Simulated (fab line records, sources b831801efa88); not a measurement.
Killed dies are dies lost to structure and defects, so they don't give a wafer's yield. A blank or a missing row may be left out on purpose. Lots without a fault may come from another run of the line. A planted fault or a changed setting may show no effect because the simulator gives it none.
Chamber matching | flow sky130 | SKY_PAD_OPEN_ETCH_07 on rie_diel-02: 4 sister chambers
The step etches the open film in CF4/O2, stops on AlCu, target depth 725 nm, time 161.1 s. 8 wafers are shown with their chamber, then 8 later ones without.

WAFERS WITH THEIR CHAMBER
wafer  | chamber | drypump_motor_current_A (A) | throttle_valve_pct (%)
L081.5 | 1       | 5.7                         | 5.973
L085.1 | 1       | 5.8                         | 5.959
L085.6 | 2       | 6.4                         | 5.970
L084.2 | 3       | 5.7                         | 5.968
L088.2 | 0       | 5.2                         | 5.961
L088.3 | 2       | 6.4                         | 5.966
L088.6 | 0       | 5.2                         | 5.970
L091.1 | 3       | 5.7                         | 5.959

WAFERS WITHOUT THEIR CHAMBER
wafer  | drypump_motor_current_A (A) | throttle_valve_pct (%)
L091.2 | 6.4                         | 5.960
L091.5 | 6.5                         | 5.956
L092.2 | 6.4                         | 5.966
L092.3 | 5.7                         | 5.972
L092.6 | 5.7                         | 5.975
L095.2 | 5.7                         | 5.963
L095.4 | 5.2                         | 5.960
L095.5 | 6.4                         | 5.971

WHICH CHAMBER EACH WENT THROUGH
wafer  | from the rows above     | in truth
L091.2 | 2                       | 2
L091.5 | 2                       | 2
L092.2 | 2                       | 2
L092.3 | can't be placed: 3 or 1 | 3
L092.6 | can't be placed: 3 or 1 | 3
L095.2 | can't be placed: 3 or 1 | 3
L095.4 | 0                       | 0
L095.5 | 2                       | 2
Placed correctly: 5 of 8. Can't be placed from these rows: 3 (the true chamber is among the candidates in 3). Placed wrongly: 0.
How it was worked out, from the rows above alone: a wafer's distance from a chamber is the root of the sum, over the readings, of the square of ((its reading less the chamber's mean) divided by the reading's scatter). The wafer belongs to the nearest chamber; if the next one is less than 2 further off, it can't be placed. A chamber's mean is the mean of its shown wafers. The scatter: the root of (the sum of the squares of (reading less its chamber's mean) over the shown wafers, divided by (wafers less chambers)).
